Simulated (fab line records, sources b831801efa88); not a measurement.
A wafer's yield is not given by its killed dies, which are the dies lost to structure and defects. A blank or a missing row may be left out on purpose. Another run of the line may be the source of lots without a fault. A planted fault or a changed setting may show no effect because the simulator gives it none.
Chamber matching	flow sky130	SKY_LI_CONTACT_CMP_24 on cmp-01 has 4 sister chambers
The step polishes, stops on PSG, t overpolish 20 s, target thk 0 nm. 8 wafers are shown with their chamber, then 8 later ones without.

== WAFERS, EACH WITH ITS CHAMBER ==
wafer	chamber	motor-current-A (A)	time-to-endpoint-s (s)
L727.4	3	10.9	91
L729.1	3	10.9	90
L730.1	2	9.6	83
L730.5	0	10.4	85
L731.2	0	11.1	87
L731.4	1	11.2	90
L731.6	1	11.3	89
L738.1	2	8.9	92

== WAFERS MISSING THEIR CHAMBER ==
wafer	motor-current-A (A)	time-to-endpoint-s (s)
L738.4	10.1	94
L738.6	11.1	97
L739.1	9.2	85
L739.4	10.8	96
L739.6	11.2	93
L743.2	11.1	95
L743.3	11.2	100
L743.5	11.1	98

== WHICH CHAMBER EACH WENT THROUGH ==
wafer	from the rows above	in truth
L738.4	can't be placed: 3 or 0 or 2 or 1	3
L738.6	can't be placed: 3 or 1 or 0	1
L739.1	2	2
L739.4	can't be placed: 3 or 1 or 0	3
L739.6	can't be placed: 1 or 3 or 0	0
L743.2	can't be placed: 3 or 1 or 0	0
L743.3	can't be placed: 3 or 1 or 0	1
L743.5	can't be placed: 3 or 1 or 0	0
Correctly placed: 1 of 8. From these rows, 7 cannot be placed; in 7 the true chamber is one of the candidates. 0 placed wrongly.
How it was worked out, from the rows above alone: a wafer's distance from a chamber is the root of the sum, over the readings, of the square of ((its reading less the chamber's mean) divided by the reading's scatter). The wafer belongs to the nearest chamber; if the next one is less than 2 further off, it can't be placed. A chamber's mean is the mean of its shown wafers. The scatter: take each reading less its chamber's mean, square it, sum over the shown wafers, divide by the number of wafers less the number of chambers, and take the root.
